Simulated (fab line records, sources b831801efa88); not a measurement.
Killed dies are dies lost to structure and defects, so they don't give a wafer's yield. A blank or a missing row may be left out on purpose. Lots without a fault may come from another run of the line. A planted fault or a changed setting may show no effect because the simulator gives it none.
fab line records | flow gf180mcu
record lots=24 wafers=72 last_day=34
route steps=602 shown V2@407 V3@455 M5@533 V5@565 PASSIVATION@590
lots that met no fault: from a run of the same line without faults
start_h: hours from the record's first day to the start of the lot's first wafer shown | wait_h: hours since the lot's step before | " the same as in the row above | L1.1+2: a row that stands for several wafers | - no value, or no start given | * or withheld: withheld | < > ~ a bound
route shown NAME@n: a module of which the file shows steps, and the number in the route of the first | usual: mean/standard deviation of fault-free wafers | same: alike in all rows | chamber/n: place in a boat | sites: the reading at each site | _std_site: their standard deviation | _edge_site: outer sites' mean less inner sites' | radius_mm: how far each site lies from the wafer's centre | mask NAME#n: copy n | behind: the tool/chamber that last shaped the wafer | hold: why the lot was held/for how many hours/how that ended | device: the transistor (n, p or np) that didn't switch | end of line: the same wafers' tests at the end of the route | a step without rows: its recipe alone | killed: dies lost to structure and defects at the first sort, not the wafer's yield | map: a wafer's dies, x killed, . not, _ none there
set.NAME: the setting as run; set.NAME@STEP: as run at that earlier step | model.NAME: the simulator's own value behind a step, which no gauge read
steps of the route over a sample of lots; a table a step, a row a wafer
services: from which hour (start_h, from the record's first day; less than 0 if before it) a tool's chamber was out of use, for how many hours, and why
## steps
# step GF_V2_THK_MEAS_25
# recipe thk_meas_gauge=xrf reads=W_of_V2_CVD_23
# usual V2_W_THK=337/4.9
# columns lot.wafer tool chamber start_h wait_h V2_W_THK[nm]
L074.4 film_metro-01 - 453.19 0.1 337
L074.5 " - " " 338
L074.6 " - " " 338
L075.1 film_metro-02 - 487.89 0.1 333
L075.3 " - " " 334
L075.5 " - " " 335
L076.1 film_metro-02 - 495.20 0.1 335
L076.2 " - " " 342
L076.4 " - " " 331
L077.2 film_metro-02 - 499.19 0.1 331
L077.3 " - " " 329
L077.5 " - " " 328
L078.1 film_metro-01 - 505.98 0.1 333
L078.3 " - " " 337
L078.6 " - " " 327
L079.1 film_metro-03 - 513.01 0.1 343
L079.4 " - " " 340
L079.6 " - " " 342
L080.1 film_metro-02 - 519.25 0.1 337
L080.3 " - " " 341
L080.6 " - " " 347
L081.3 film_metro-01 - 531.56 0.1 335
L081.4 " - " " 335
L081.5 " - " " 332
L083.1 film_metro-03 - 549.71 0.1 336
L083.4 " - " " 340
L083.6 " - " " 336
L082.2 film_metro-03 - 551.84 0.1 336
L082.3 " - " " 334
L082.5 " - " " 335
L084.4 film_metro-03 - 553.71 0.1 333
L084.5 " - " " 337
L084.6 " - " " 337
L085.1 film_metro-03 - 563.38 0.1 337
L085.3 " - " " 336
L085.6 " - " " 340
L086.1 film_metro-03 - 565.25 0.1 337
L086.2 " - " " 351
L086.6 " - " " 336
L087.1 film_metro-02 - 582.50 0.1 338
L087.5 " - " " 335
L087.6 " - " " 331
L088.1 film_metro-03 - 587.36 0.1 343
L088.2 " - " " 334
L088.5 " - " " 338
L089.3 film_metro-03 - 596.89 0.1 331
L089.4 " - " " 341
L089.6 " - " " 337
L090.1 film_metro-03 - 597.82 0.1 345
L090.5 " - " " 344
L090.6 " - " " 335
L091.1 film_metro-01 - 611.57 0.1 333
L091.5 " - " " 338
L091.6 " - " " 333
L092.2 film_metro-01 - 626.08 0.1 337
L092.3 " - " " 332
L092.5 " - " " 333
L093.3 film_metro-01 - 629.85 0.1 335
L093.5 " - " " 331
L093.6 " - " " 335
L094.3 film_metro-01 - 634.83 0.1 340
L094.5 " - " " 343
L094.6 " - " " 338
L095.1 film_metro-01 - 640.18 0.1 333
L095.5 " - " " 345
L095.6 " - " " 337
L096.1 film_metro-01 - 641.56 0.1 340
L096.4 " - " " 336
L096.6 " - " " 341
L097.2 film_metro-03 - 646.13 0.1 344
L097.3 " - " " 339
L097.6 " - " " 345
# step GF_V3_CMP_26
# recipe stop_on=SiO2 down_force_psi=3.5 platen_rpm=60 t_overpolish_s=15 target_thk_nm=0 pad_velocity_m_s=0.94248
# usual motor_current_A=10.7/0.85 overpolish_run_s=15.000/0.009 time_to_endpoint_s=86/3.7
# columns lot.wafer tool chamber start_h wait_h motor_current_A overpolish_run_s time_to_endpoint_s
L074.4 cmp-02 1 505.37 0.1 10.0 15.007 87
L074.6 " 3 " " 10.3 15.021 85
L074.5 " 0 " " 10.2 14.995 84
L075.3 cmp-02 3 537.31 0.0 10.4 15.004 88
L075.1 " 2 " " 11.8 15.000 89
L075.5 " 0 " " 10.2 15.017 83
L076.4 cmp-02 3 544.61 0.0 10.0 15.001 85
L076.1 " 1 " " 10.2 14.999 84
L076.2 " 2 " " 13.0 14.994 86
L077.3 cmp-02 3 548.11 0.1 10.1 15.002 86
L077.2 " 1 " " 10.6 14.989 85
L077.5 " 3 " " 9.6 14.993 87
L078.3 cmp-02 1 554.57 0.1 11.0 14.996 83
L078.1 " 2 " " 11.7 14.998 88
L078.6 " 1 " " 10.5 15.016 83
L079.4 cmp-01 0 560.11 0.1 10.1 15.000 90
L079.1 " 1 " " 10.5 14.992 85
L079.6 " 3 " " 10.7 14.996 86
L080.3 cmp-02 2 567.42 0.1 11.5 14.997 91
L080.1 " 0 " " 10.5 14.994 82
L080.6 " 1 " " 10.8 14.996 85
L081.4 cmp-02 3 579.33 0.1 9.3 14.998 89
L081.3 " 0 " " 10.6 15.002 81
L081.5 " 2 " " 13.2 14.998 89
L083.4 cmp-01 0 596.84 0.1 10.6 14.993 88
L083.1 " 1 " " 10.1 15.011 86
L083.6 " 3 " " 11.2 15.011 90
L082.2 cmp-01 3 598.18 0.1 10.5 14.987 84
L082.3 " 2 " " 11.2 14.991 87
L082.5 " 0 " " 10.2 14.995 88
L084.4 cmp-01 1 600.09 0.1 10.5 15.000 89
L084.5 " 1 " " 10.2 15.004 90
L084.6 " 2 " " 11.1 14.999 95
L085.3 cmp-01 0 609.27 0.0 10.2 14.993 86
L085.1 " 2 " " 11.0 15.001 89
L085.6 " 1 " " 10.0 15.001 84
L086.1 cmp-02 3 611.06 0.1 10.3 15.013 90
L086.2 " 2 " " 12.9 15.002 86
L086.6 " 3 " " 10.0 15.002 88
L087.1 cmp-02 2 626.85 0.1 12.2 15.011 91
L087.5 " 1 " " 10.2 14.996 90
L087.6 " 2 " " 12.8 15.011 88
L088.1 cmp-01 1 632.63 0.1 10.2 14.999 84
L088.2 " 2 " " 11.0 14.997 91
L088.5 " 0 " " 11.0 15.004 85
L089.3 cmp-02 2 641.21 0.0 12.3 14.990 88
L089.4 " 0 " " 10.4 14.991 81
L089.6 " 2 " " 12.4 15.014 88
L090.1 cmp-01 2 641.49 0.2 10.6 14.993 86
L090.5 " 3 " " 11.0 14.997 86
L090.6 " 0 " " 10.2 15.005 86
L091.1 cmp-02 1 654.88 0.1 10.4 14.991 87
L091.5 " 1 " " 10.8 14.999 87
L091.6 " 2 " " 12.6 15.005 92
L092.3 cmp-01 2 668.32 0.1 10.3 15.002 89
L092.2 " 3 " " 11.0 14.989 84
L092.5 " 2 " " 10.5 14.991 87
L093.3 cmp-02 0 672.00 0.2 9.8 15.011 84
L093.6 " 1 " " 10.5 15.005 92
L093.5 " 2 " " 12.6 15.011 90
L094.3 cmp-01 1 676.85 0.1 10.3 14.995 81
L094.6 " 0 " " 10.3 15.008 82
L094.5 " 1 " " 10.6 14.969 78
L095.1 cmp-02 2 681.57 0.1 12.6 15.006 93
L095.5 " 2 " " 12.0 15.008 90
L095.6 " 3 " " 9.9 14.984 85
L096.4 cmp-01 3 683.78 0.0 10.8 14.989 81
L096.1 " 2 " " 11.3 15.003 86
L096.6 " 0 " " 10.1 14.989 84
L097.2 cmp-02 0 687.71 0.1 9.5 15.004 87
L097.3 " 1 " " 10.3 14.991 91
L097.6 " 0 " " 10.2 15.021 84
# step GF_M5_CD_MEAS_07
# recipe target_cd_nm=280
# usual cd_nm=279.4/1.3
# columns lot.wafer tool chamber start_h wait_h cd_nm
L074.4 cd_sem-01 - 598.72 0.1 278.7
L074.5 " - " " 279.3
L074.6 " - " " 278.9
L075.1 cd_sem-01 - 626.76 0.1 278.5
L075.3 " - " " 278.5
L075.5 " - " " 279.4
L076.1 cd_sem-02 - 633.99 0.1 276.0
L076.2 " - " " 278.2
L076.4 " - " " 277.2
L077.2 cd_sem-02 - 636.71 0.1 278.4
L077.3 " - " " 278.6
L077.5 " - " " 279.5
L078.1 cd_sem-01 - 643.39 0.1 279.7
L078.3 " - " " 280.8
L078.6 " - " " 279.4
L079.1 cd_sem-01 - 648.29 0.1 277.5
L079.4 " - " " 277.6
L079.6 " - " " 278.8
L080.1 cd_sem-02 - 653.99 0.1 278.9
L080.3 " - " " 279.6
L080.6 " - " " 279.7
L081.3 cd_sem-01 - 665.63 0.1 278.3
L081.4 " - " " 280.0
L081.5 " - " " 279.5
L083.1 cd_sem-01 - 678.61 0.1 278.7
L083.4 " - " " 278.9
L083.6 " - " " 279.3
L082.2 cd_sem-02 - 680.96 0.1 282.6
L082.3 " - " " 284.5
L082.5 " - " " 282.3
L084.4 cd_sem-02 - 683.45 0.1 279.5
L084.5 " - " " 279.4
L084.6 " - " " 279.4
L085.1 cd_sem-02 - 692.44 0.1 277.0
L085.3 " - " " 279.7
L085.6 " - " " 278.3
L086.1 cd_sem-01 - 692.79 0.1 279.6
L086.2 " - " " 279.6
L086.6 " - " " 279.0
L087.1 cd_sem-01 - 707.84 0.1 281.0
L087.5 " - " " 282.1
L087.6 " - " " 282.0
L088.1 cd_sem-02 - 712.34 0.1 279.3
L088.2 " - " " 278.7
L088.5 " - " " 280.0
L089.3 cd_sem-02 - 720.93 0.1 279.6
L089.4 " - " " 279.5
L089.6 " - " " 279.0
L090.1 cd_sem-02 - 721.11 0.1 281.6
L090.5 " - " " 280.3
L090.6 " - " " 281.8
L091.1 cd_sem-01 - 733.29 0.1 279.6
L091.5 " - " " 279.5
L091.6 " - " " 279.2
L092.2 cd_sem-02 - 744.71 0.1 278.1
L092.3 " - " " 278.9
L092.5 " - " " 279.0
L093.3 cd_sem-01 - 747.88 0.1 279.6
L093.5 " - " " 278.9
L093.6 " - " " 279.3
L094.3 cd_sem-02 - 751.65 0.1 280.3
L094.5 " - " " 279.7
L094.6 " - " " 280.2
L095.1 cd_sem-01 - 758.09 0.1 277.0
L095.5 " - " " 277.9
L095.6 " - " " 276.6
L096.1 cd_sem-02 - 758.81 0.1 279.3
L096.4 " - " " 280.4
L096.6 " - " " 279.4
L097.2 cd_sem-02 - 761.51 0.1 278.5
L097.3 " - " " 279.5
L097.6 " - " " 279.6
# step GF_M5_STRIP_11
# recipe chemistry=O2/N2 power_w=1400 pressure_mtorr=1500 platen_temp_c=250 o2_flow_sccm=3000 n2_flow_sccm=300 overash_fraction=0.5
# usual drypump_motor_current_A=5.7/0.56 heater_power_w=321/21 oes_product_au=0.543/0.0048 strip_time_to_endpoint_s=7.52/0.052
# columns lot.wafer tool chamber start_h wait_h drypump_motor_current_A heater_power_w oes_product_au rf_hours_counter_h strip_time_to_endpoint_s
L074.4 plasma_asher-04 1 598.98 0.1 5.6 306 0.537 - 7.42
L074.5 " 1 " " 5.6 301 0.549 - 7.52
L074.6 " 0 " " 5.2 334 0.541 - 7.45
L075.1 plasma_asher-02 1 627.05 0.1 6.6 306 0.547 97 7.51
L075.3 " 1 " " 6.5 295 0.535 - 7.47
L075.5 " 0 " " 5.3 340 0.545 - 7.56
L076.1 plasma_asher-04 0 634.28 0.1 5.2 324 0.549 53 7.56
L076.2 " 1 " " 5.6 302 0.543 53 7.49
L076.4 " 1 " " 5.6 309 0.545 - 7.58
L077.2 plasma_asher-02 0 636.99 0.1 5.3 347 0.535 98 7.48
L077.3 " 1 " " 6.5 299 0.538 - 7.43
L077.5 " 1 " " 6.6 301 0.530 - 7.42
L078.1 plasma_asher-04 0 643.68 0.1 5.2 326 0.551 54 7.60
L078.3 " 1 " " 5.5 301 0.542 - 7.51
L078.6 " 1 " " 5.5 302 0.549 - 7.57
L079.1 plasma_asher-02 1 648.58 0.1 6.6 300 0.542 99 7.49
L079.4 " 1 " " 6.6 305 0.540 - 7.54
L079.6 " 1 " " 6.6 296 0.544 - 7.51
L080.1 plasma_asher-04 1 654.39 0.2 5.6 302 0.545 55 7.53
L080.3 " 0 " " 5.2 318 0.552 - 7.54
L080.6 " 0 " " 5.3 326 0.549 - 7.58
L081.3 plasma_asher-02 0 665.96 0.1 5.3 337 0.550 - 7.47
L081.4 " 1 " " 6.6 305 0.546 - 7.45
L081.5 " 0 " " 5.3 334 0.544 - 7.50
L083.1 plasma_asher-02 0 678.90 0.1 5.3 323 0.538 102 7.48
L083.4 " 0 " " 5.3 336 0.538 - 7.42
L083.6 " 1 " " 6.6 307 0.532 - 7.46
L082.2 plasma_asher-02 1 681.23 0.1 6.6 308 0.550 103 7.55
L082.3 " 1 " " 6.6 297 0.547 - 7.58
L082.5 " 1 " " 6.6 301 0.541 - 7.54
L084.4 plasma_asher-03 0 683.72 0.1 6.8 358 0.543 - 7.51
L084.5 " 0 " " 6.8 355 0.541 - 7.49
L084.6 " 1 " " 6.0 362 0.541 - 7.51
L085.1 plasma_asher-03 0 692.74 0.1 6.8 355 0.543 93 7.51
L085.3 " 1 " " 5.9 362 0.540 - 7.51
L085.6 " 1 " " 6.0 365 0.537 - 7.46
L086.1 plasma_asher-04 1 693.09 0.1 5.6 301 0.549 59 7.54
L086.2 " 0 " " 5.2 328 0.536 59 7.50
L086.6 " 1 " " 5.6 298 0.544 - 7.53
L087.1 plasma_asher-04 1 708.13 0.1 5.6 302 0.548 61 7.49
L087.5 " 1 " " 5.6 307 0.548 - 7.52
L087.6 " 0 " " 5.2 324 0.542 - 7.59
L088.1 plasma_asher-02 0 712.63 0.1 5.3 342 0.539 106 7.50
L088.2 " 1 " " 6.6 301 0.541 106 7.64
L088.5 " 1 " " 6.6 305 0.549 - 7.59
L089.3 plasma_asher-02 1 721.22 0.1 6.6 299 0.549 - 7.41
L089.4 " 0 " " 5.3 336 0.536 - 7.47
L089.6 " 1 " " 6.6 305 0.546 - 7.49
L090.1 plasma_asher-04 0 721.40 0.1 5.2 322 0.539 62 7.52
L090.5 " 0 " " 5.3 315 0.536 - 7.50
L090.6 " 1 " " 5.5 299 0.546 - 7.55
L091.1 plasma_asher-04 1 733.58 0.1 5.6 302 0.553 64 7.60
L091.5 " 1 " " 5.6 305 0.540 - 7.58
L091.6 " 0 " " 5.2 330 0.547 - 7.55
L092.2 plasma_asher-04 0 745.10 0.1 5.2 319 0.541 65 7.52
L092.3 " 1 " " 5.6 300 0.544 - 7.52
L092.5 " 1 " " 5.5 301 0.536 - 7.53
L093.3 plasma_asher-02 1 748.28 0.1 6.6 298 0.543 - 7.61
L093.5 " 0 " " 5.3 319 0.552 - 7.58
L093.6 " 1 " " 6.5 298 0.543 - 7.59
L094.3 plasma_asher-02 1 752.04 0.1 6.6 294 0.544 - 7.59
L094.5 " 1 " " 6.6 306 0.550 - 7.53
L094.6 " 0 " " 5.3 311 0.537 - 7.55
L095.1 plasma_asher-04 0 758.40 0.1 5.2 326 0.541 67 7.44
L095.5 " 0 " " 5.2 324 0.539 - 7.49
L095.6 " 1 " " 5.5 305 0.546 - 7.48
L096.1 plasma_asher-03 1 759.21 0.2 5.9 360 0.545 99 7.54
L096.4 " 0 " " 6.7 355 0.542 - 7.52
L096.6 " 0 " " 6.8 352 0.547 - 7.49
L097.2 plasma_asher-04 0 761.78 0.1 5.2 320 0.542 67 7.43
L097.3 " 0 " " 5.2 329 0.543 - 7.42
L097.6 " 1 " " 5.5 300 0.546 - 7.45
# step GF_V5_THK_MEAS_25
# recipe thk_meas_gauge=xrf reads=W_of_V5_CVD_23
# usual V5_W_THK=334/4.5
# columns lot.wafer tool chamber start_h wait_h V5_W_THK[nm]
L074.4 film_metro-02 - 621.89 0.1 342
L074.5 " - " " 337
L074.6 " - " " 341
L075.1 film_metro-02 - 650.26 0.1 340
L075.3 " - " " 339
L075.5 " - " " 335
L076.1 film_metro-04 - 656.07 0.1 334
L076.2 " - " " 333
L076.4 " - " " 333
L077.2 film_metro-04 - 659.30 0.1 328
L077.3 " - " " 336
L077.5 " - " " 336
L078.1 film_metro-02 - 665.77 0.1 332
L078.3 " - " " 337
L078.6 " - " " 335
L079.1 film_metro-03 - 669.63 0.1 338
L079.4 " - " " 345
L079.6 " - " " 335
L080.1 film_metro-04 - 675.84 0.1 331
L080.3 " - " " 332
L080.6 " - " " 328
L081.3 film_metro-04 - 687.53 0.1 331
L081.4 " - " " 330
L081.5 " - " " 329
L083.1 film_metro-04 - 699.90 0.1 333
L083.4 " - " " 330
L083.6 " - " " 331
L082.2 film_metro-04 - 703.60 0.1 334
L082.3 " - " " 331
L082.5 " - " " 333
L084.4 film_metro-02 - 705.14 0.1 339
L084.5 " - " " 338
L084.6 " - " " 339
L085.1 film_metro-04 - 713.75 0.1 331
L085.3 " - " " 330
L085.6 " - " " 330
L086.1 film_metro-04 - 713.99 0.1 333
L086.2 " - " " 329
L086.6 " - " " 333
L087.1 film_metro-04 - 728.20 0.1 342
L087.5 " - " " 335
L087.6 " - " " 337
L088.1 film_metro-03 - 732.84 0.1 338
L088.2 " - " " 341
L088.5 " - " " 339
L089.3 film_metro-03 - 740.83 0.1 338
L089.4 " - " " 333
L089.6 " - " " 339
L090.1 film_metro-04 - 741.81 0.1 330
L090.5 " - " " 333
L090.6 " - " " 332
L091.1 film_metro-04 - 753.13 0.1 330
L091.5 " - " " 332
L091.6 " - " " 328
L092.2 film_metro-04 - 764.94 0.1 332
L092.3 " - " " 329
L092.5 " - " " 327
L093.3 film_metro-04 - 766.18 0.1 335
L093.5 " - " " 330
L093.6 " - " " 335
L094.3 film_metro-02 - 770.00 0.1 337
L094.5 " - " " 340
L094.6 " - " " 342
L095.1 film_metro-04 - 776.81 0.1 334
L095.5 " - " " 331
L095.6 " - " " 329
L096.1 film_metro-03 - 777.53 0.1 340
L096.4 " - " " 337
L096.6 " - " " 338
L097.2 film_metro-02 - 780.39 0.1 340
L097.3 " - " " 344
L097.6 " - " " 338
# step GF_PASSIVATION_THK_MEAS_03
# recipe reads=Si3N4_of_PASSIVATION_CVD_02
# usual PASSIVATION_CVD_02_THK=700/9.5
# columns lot.wafer tool chamber start_h wait_h PASSIVATION_CVD_02_THK[nm]
L074.4 film_metro-03 - 643.50 0.0 700
L074.5 " - " " 699
L074.6 " - " " 691
L075.1 film_metro-03 - 670.69 0.1 694
L075.3 " - " " 711
L075.5 " - " " 708
L076.1 film_metro-02 - 677.46 0.1 698
L076.2 " - " " 684
L076.4 " - " " 714
L077.2 film_metro-02 - 680.24 0.2 696
L077.3 " - " " 703
L077.5 " - " " 701
L078.1 film_metro-01 - 686.81 0.1 704
L078.3 " - " " 682
L078.6 " - " " 719
L079.1 film_metro-01 - 690.63 0.2 688
L079.4 " - " " 711
L079.6 " - " " 709
L080.1 film_metro-02 - 696.81 0.1 683
L080.3 " - " " 695
L080.6 " - " " 702
L081.3 film_metro-02 - 708.68 0.2 699
L081.4 " - " " 695
L081.5 " - " " 711
L083.1 film_metro-03 - 719.77 0.1 689
L083.4 " - " " 697
L083.6 " - " " 699
L082.2 film_metro-01 - 722.83 0.2 687
L082.3 " - " " 700
L082.5 " - " " 700
L084.4 film_metro-02 - 725.09 0.0 704
L084.5 " - " " 698
L084.6 " - " " 708
L085.1 film_metro-03 - 733.89 0.1 709
L085.3 " - " " 692
L085.6 " - " " 710
L086.1 film_metro-02 - 733.95 0.1 694
L086.2 " - " " 683
L086.6 " - " " 696
L087.1 film_metro-01 - 747.20 0.1 701
L087.5 " - " " 718
L087.6 " - " " 710
L088.1 film_metro-03 - 751.51 0.1 699
L088.2 " - " " 697
L088.5 " - " " 710
L089.3 film_metro-03 - 759.19 0.2 695
L089.4 " - " " 703
L089.6 " - " " 687
L090.1 film_metro-03 - 761.03 0.1 696
L090.5 " - " " 703
L090.6 " - " " 704
L091.1 film_metro-03 - 770.71 0.1 688
L091.5 " - " " 704
L091.6 " - " " 708
L092.2 film_metro-01 - 782.62 0.2 685
L092.3 " - " " 695
L092.5 " - " " 699
L093.3 film_metro-01 - 783.82 0.2 693
L093.5 " - " " 705
L093.6 " - " " 699
L094.3 film_metro-03 - 787.05 0.2 702
L094.5 " - " " 707
L094.6 " - " " 705
L095.1 film_metro-03 - 794.02 0.2 698
L095.5 " - " " 702
L095.6 " - " " 710
L096.1 film_metro-03 - 794.50 0.1 680
L096.4 " - " " 692
L096.6 " - " " 685
L097.2 film_metro-03 - 797.22 0.2 703
L097.3 " - " " 701
L097.6 " - " " 713
## services
# columns tool chamber start_h hours kind
cmp-01 - 488.11 2.5 repair
plasma_asher-02 - 498.95 1.2 repair
cmp-01 - 501.84 6.6 repair
cmp-02 - 503.87 0.4 repair
plasma_asher-02 - 509.87 2.8 pm
cmp-02 - 546.98 0.8 repair
cmp-02 - 556.03 2.1 repair
plasma_asher-02 - 559.50 9.8 pm
cmp-01 - 570.29 5.8 repair
cmp-01 - 576.13 4.0 pm
cmp-01 - 580.13 - consumable_replace:conditioner
cmp-02 - 596.49 8.9 repair
cmp-02 - 605.36 5.1 pm
cmp-01 - 646.22 2.6 repair
cmp-01 - 649.98 1.9 repair
cmp-01 - 651.91 9.5 pm
cmp-01 - 673.32 0.3 repair
cmp-02 - 673.41 1.2 repair
plasma_asher-03 - 699.93 4.0 repair
plasma_asher-02 - 733.75 9.0 pm
cmp-02 - 744.30 4.0 pm
cmp-02 - 748.30 - consumable_replace:conditioner
cmp-02 - 748.30 - consumable_replace:pad
plasma_asher-03 - 750.04 2.8 pm
## key
fault none
